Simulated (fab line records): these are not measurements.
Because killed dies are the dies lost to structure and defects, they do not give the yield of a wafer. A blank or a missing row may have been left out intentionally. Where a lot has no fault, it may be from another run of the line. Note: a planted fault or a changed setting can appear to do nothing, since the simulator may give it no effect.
Which tool did it? / flow gf180mcu / 13 lots, 39 wafers sampled, at 5 steps of a route of 602

## WHAT EACH GAUGE READ, for each wafer
GF_HV_LDD_RS_MEAS_53: uses a four-point probe to measure.
lot=L477; measured=day 12 11:34; on=film-metro-02; HV_LDD_RS (ohm/sq)=418.2 417.0 417.6
lot=L479; measured=day 13 20:08; on=film-metro-02; HV_LDD_RS (ohm/sq)=418.9 417.8 417.8
lot=L480; measured=day 14 00:38; on=film-metro-02; HV_LDD_RS (ohm/sq)=417.3 416.9 418.2
lot=L481; measured=day 14 07:58; on=film-metro-03; HV_LDD_RS (ohm/sq)=417.3 417.6 417.2
lot=L482; measured=day 14 14:05; on=film-metro-03; HV_LDD_RS (ohm/sq)=418.0 418.4 417.7
lot=L484; measured=day 15 06:18; on=film-metro-03; HV_LDD_RS (ohm/sq)=417.3 417.3 417.4
lot=L483; measured=day 15 07:40; on=film-metro-03; HV_LDD_RS (ohm/sq)=419.7 417.8 418.3
lot=L486; measured=day 15 23:31; on=film-metro-03; HV_LDD_RS (ohm/sq)=419.7 420.4 418.8
lot=L487; measured=day 16 03:31; on=film-metro-04; HV_LDD_RS (ohm/sq)=416.8 417.3 417.2
lot=L488; measured=day 16 09:40; on=film-metro-04; HV_LDD_RS (ohm/sq)=417.6 417.8 417.4
lot=L489; measured=day 16 17:05; on=film-metro-03; HV_LDD_RS (ohm/sq)=419.1 417.7 417.8
lot=L496; measured=day 19 03:05; on=film-metro-04; HV_LDD_RS (ohm/sq)=- - -
lot=L497; measured=day 19 14:32; on=film-metro-03; HV_LDD_RS (ohm/sq)=- - -

GF_PSD_TW_MEAS_11.
lot=L477; measured=day 14 07:31; on=film-metro-03; PSD_TW=3160 3168 3167
lot=L479; measured=day 15 17:13; on=film-metro-03; PSD_TW=3172 3180 3164
lot=L480; measured=day 15 22:07; on=film-metro-03; PSD_TW=3165 3157 3180
lot=L481; measured=day 16 05:17; on=film-metro-03; PSD_TW=3160 3165 3165
lot=L482; measured=day 16 12:23; on=film-metro-01; PSD_TW=3180 3191 3169
lot=L484; measured=day 17 05:01; on=film-metro-03; PSD_TW=3138 3160 3136
lot=L483; measured=day 17 07:55; on=film-metro-03; PSD_TW=3128 3136 3135
lot=L486; measured=day 17 22:39; on=film-metro-01; PSD_TW=3213 3209 3190
lot=L487; measured=day 18 02:42; on=film-metro-03; PSD_TW=3151 3135 3142
lot=L488; measured=day 18 09:58; on=film-metro-01; PSD_TW=3187 3207 3215
lot=L489; measured=day 18 17:16; on=film-metro-02; PSD_TW=3226 3253 3232
lot=L496; measured=day 21 06:25; on=film-metro-03; PSD_TW=3161 3168 3146
lot=L497; measured=day 21 18:06; on=film-metro-01; PSD_TW=3213 3188 3203

GF_SAB_OVL_MEAS_10.
lot=L477; measured=day 15 05:40; on=overlay-01; SAB_OVL (nm)=-0.7 -0.5 0.0
lot=L479; measured=day 16 14:28; on=overlay-01; SAB_OVL (nm)=-1.7 -1.4 -3.1
lot=L480; measured=day 16 20:16; on=overlay-02; SAB_OVL (nm)=-0.3 1.7 -0.5
lot=L481; measured=day 17 03:07; on=overlay-01; SAB_OVL (nm)=-2.6 -2.5 -1.8
lot=L482; measured=day 17 11:05; on=overlay-01; SAB_OVL (nm)=-2.1 0.2 1.5
lot=L484; measured=day 18 04:19; on=overlay-02; SAB_OVL (nm)=-0.7 0.3 -0.6
lot=L483; measured=day 18 06:51; on=overlay-02; SAB_OVL (nm)=-0.6 -0.4 -1.1
lot=L486; measured=day 18 23:10; on=overlay-02; SAB_OVL (nm)=-2.0 -2.1 -2.9
lot=L487; measured=day 19 02:17; on=overlay-01; SAB_OVL (nm)=1.6 3.4 1.8
lot=L488; measured=day 19 10:07; on=overlay-02; SAB_OVL (nm)=-2.4 0.0 -0.2
lot=L489; measured=day 19 18:10; on=overlay-01; SAB_OVL (nm)=-1.5 -0.2 -1.2
lot=L496; measured=day 22 06:22; on=overlay-02; SAB_OVL (nm)=0.0 0.9 0.2
lot=L497; measured=day 22 17:58; on=overlay-01; SAB_OVL (nm)=0.4 1.6 0.6

## EACH LOT AND THE TOOL THAT RAN IT (in order: tool; ch and the chambers of the sampled wafers; start)
lot=L477; GF_HV_LDD_IMPLANT_34=implanter-01 ch 0, day 11 15:37; GF_PSD_STRIP_10=plasma-asher-04 ch 0,1, day 14 07:25
lot=L479; GF_HV_LDD_IMPLANT_34=implanter-04 ch 0, day 12 23:45; GF_PSD_STRIP_10=plasma-asher-03 ch 0,1, day 15 17:06
lot=L480; GF_HV_LDD_IMPLANT_34=implanter-03 ch 0, day 13 02:50; GF_PSD_STRIP_10=plasma-asher-04 ch 0,1, day 15 22:01
lot=L481; GF_HV_LDD_IMPLANT_34=implanter-01 ch 0, day 13 10:48; GF_PSD_STRIP_10=plasma-asher-04 ch 0,1, day 16 05:11
lot=L482; GF_HV_LDD_IMPLANT_34=implanter-03 ch 0, day 13 16:16; GF_PSD_STRIP_10=plasma-asher-03 ch 0,1, day 16 12:17
lot=L484; GF_HV_LDD_IMPLANT_34=implanter-03 ch 0, day 14 08:13; GF_PSD_STRIP_10=plasma-asher-04 ch 0,1, day 17 04:56
lot=L483; GF_HV_LDD_IMPLANT_34=implanter-04 ch 0, day 14 09:42; GF_PSD_STRIP_10=plasma-asher-03 ch 0,1, day 17 07:48
lot=L486; GF_HV_LDD_IMPLANT_34=implanter-04 ch 0, day 15 01:16; GF_PSD_STRIP_10=plasma-asher-03 ch 0,1, day 17 22:33
lot=L487; GF_HV_LDD_IMPLANT_34=implanter-04 ch 0, day 15 05:28; GF_PSD_STRIP_10=plasma-asher-02 ch 0,1, day 18 02:36
lot=L488; GF_HV_LDD_IMPLANT_34=implanter-04 ch 0, day 15 11:00; GF_PSD_STRIP_10=plasma-asher-04 ch 0,1, day 18 09:52
lot=L489; GF_HV_LDD_IMPLANT_34=implanter-03 ch 0, day 15 19:22; GF_PSD_STRIP_10=plasma-asher-04 ch 0,1, day 18 17:11
lot=L496; GF_HV_LDD_IMPLANT_34=implanter-03 ch 0, day 18 02:47; GF_PSD_STRIP_10=plasma-asher-02 ch 0,1, day 21 06:19
lot=L497; GF_HV_LDD_IMPLANT_34=implanter-03 ch 0, day 18 12:54; GF_PSD_STRIP_10=plasma-asher-03 ch 0,1, day 21 17:59
- GF_HV_LDD_IMPLANT_34
- GF_PSD_STRIP_10: strips in O2/N2.

## WHAT THE TOOLS THEMSELVES READ (means of the sampled wafers that have a number; where no wafer has one, the mark that the record gives instead)
GF_HV_LDD_IMPLANT_34.
lot=L477; tool=implanter-01; rotation-deg (degrees)=89.989; tilt-deg (degrees)=30.015
lot=L479; tool=implanter-04; rotation-deg (degrees)=89.994; tilt-deg (degrees)=30.017
lot=L480; tool=implanter-03; rotation-deg (degrees)=89.991; tilt-deg (degrees)=29.983
lot=L481; tool=implanter-01; rotation-deg (degrees)=89.958; tilt-deg (degrees)=29.984
lot=L482; tool=implanter-03; rotation-deg (degrees)=90.002; tilt-deg (degrees)=29.994
lot=L484; tool=implanter-03; rotation-deg (degrees)=90.009; tilt-deg (degrees)=29.998
lot=L483; tool=implanter-04; rotation-deg (degrees)=89.987; tilt-deg (degrees)=30.001
lot=L486; tool=implanter-04; rotation-deg (degrees)=90.008; tilt-deg (degrees)=29.993
lot=L487; tool=implanter-04; rotation-deg (degrees)=89.985; tilt-deg (degrees)=29.995
lot=L488; tool=implanter-04; rotation-deg (degrees)=89.994; tilt-deg (degrees)=29.996
lot=L489; tool=implanter-03; rotation-deg (degrees)=89.992; tilt-deg (degrees)=29.977
lot=L496; tool=implanter-03; rotation-deg (degrees)=90.019; tilt-deg (degrees)=24.023
lot=L497; tool=implanter-03; rotation-deg (degrees)=90.018; tilt-deg (degrees)=24.016

GF_PSD_STRIP_10.
lot=L477; tool=plasma-asher-04; drypump-motor-current-A (A)=5.5; heater-power-w (W)=307; oes-product-au (a.u.)=0.590; strip-time-to-endpoint-s (s)=16.68
lot=L479; tool=plasma-asher-03; drypump-motor-current-A (A)=6.0; heater-power-w (W)=301; oes-product-au (a.u.)=0.590; strip-time-to-endpoint-s (s)=16.65
lot=L480; tool=plasma-asher-04; drypump-motor-current-A (A)=5.5; heater-power-w (W)=312; oes-product-au (a.u.)=0.590; strip-time-to-endpoint-s (s)=16.68
lot=L481; tool=plasma-asher-04; drypump-motor-current-A (A)=5.7; heater-power-w (W)=318; oes-product-au (a.u.)=0.587; strip-time-to-endpoint-s (s)=16.68
lot=L482; tool=plasma-asher-03; drypump-motor-current-A (A)=5.4; heater-power-w (W)=285; oes-product-au (a.u.)=0.585; strip-time-to-endpoint-s (s)=16.66
lot=L484; tool=plasma-asher-04; drypump-motor-current-A (A)=5.7; heater-power-w (W)=318; oes-product-au (a.u.)=0.590; strip-time-to-endpoint-s (s)=16.74
lot=L483; tool=plasma-asher-03; drypump-motor-current-A (A)=5.4; heater-power-w (W)=293; oes-product-au (a.u.)=0.588; strip-time-to-endpoint-s (s)=16.69
lot=L486; tool=plasma-asher-03; drypump-motor-current-A (A)=5.9; heater-power-w (W)=295; oes-product-au (a.u.)=0.589; strip-time-to-endpoint-s (s)=16.73
lot=L487; tool=plasma-asher-02; drypump-motor-current-A (A)=6.2; heater-power-w (W)=317; oes-product-au (a.u.)=0.586; strip-time-to-endpoint-s (s)=16.67
lot=L488; tool=plasma-asher-04; drypump-motor-current-A (A)=5.5; heater-power-w (W)=309; oes-product-au (a.u.)=0.589; strip-time-to-endpoint-s (s)=16.66
lot=L489; tool=plasma-asher-04; drypump-motor-current-A (A)=5.5; heater-power-w (W)=304; oes-product-au (a.u.)=0.591; strip-time-to-endpoint-s (s)=16.69
lot=L496; tool=plasma-asher-02; drypump-motor-current-A (A)=6.1; heater-power-w (W)=307; oes-product-au (a.u.)=0.588; strip-time-to-endpoint-s (s)=16.63
lot=L497; tool=plasma-asher-03; drypump-motor-current-A (A)=5.4; heater-power-w (W)=286; oes-product-au (a.u.)=0.586; strip-time-to-endpoint-s (s)=16.66

## THE ANSWER, worked out from the rows above alone
Rule: what is usual is taken from the lots themselves. Put in order of their means at a reading, lots are off if they are a third of the lots or fewer, leave a main group of 4 or more, and stand apart from it by a gap of 3 or more times the standard deviation of the main group's means; of several such gaps the widest counts. A main group is skipped when, at the precision printed for the reading in the tables above, its means are all equal. Also off: a lot with no number at a reading for which 4 or more lots have one. All remaining lots with rows at the step are treated as sound. The gauges are gone through in route order, then the tools' own readings, and for those a lot's mean is taken as printed above. The first step at which some lot is off is used, and at that step the reading that is off furthest; a lot without a number counts as furthest.
Off: L496, L497, seen at GF_HV_LDD_RS_MEAS_53 (HV_LDD_RS). Without a number there: L496, L497. For the main group the mean is 417.9 ohm/sq and the standard deviation 0.69.
If a tool, at a process step before that reading, ran all the lots that are off and no sound lot after the first of them, it fits. The gauges at GF_HV_LDD_RS_MEAS_53 aren't tried: what is off there is off at GF_HV_LDD_IMPLANT_34 too, on other tools, and a gauge's error can't cause that. One fits: implanter-03 at GF_HV_LDD_IMPLANT_34. A fault onset in the window from L489 (day 15 19:22, its last sound lot) to L496 (day 18 02:47, its first lot off) fits.
The tool's own readings at GF_HV_LDD_IMPLANT_34 bear it out: on the lots that are off they differ by more than 5 times the standard deviation of the sound lots' means. tilt-deg reads 24.020 degrees there against 29.996 degrees on the sound lots.

## WHAT THE SIMULATOR HAD PUT IN
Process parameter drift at GF_HV_LDD_IMPLANT_34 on implanter-03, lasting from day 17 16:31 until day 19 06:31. A move of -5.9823 in setting tilt-deg, from 30. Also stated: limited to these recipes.
Shown lots that were struck: L496, L497. The rule given above showed the same thing.
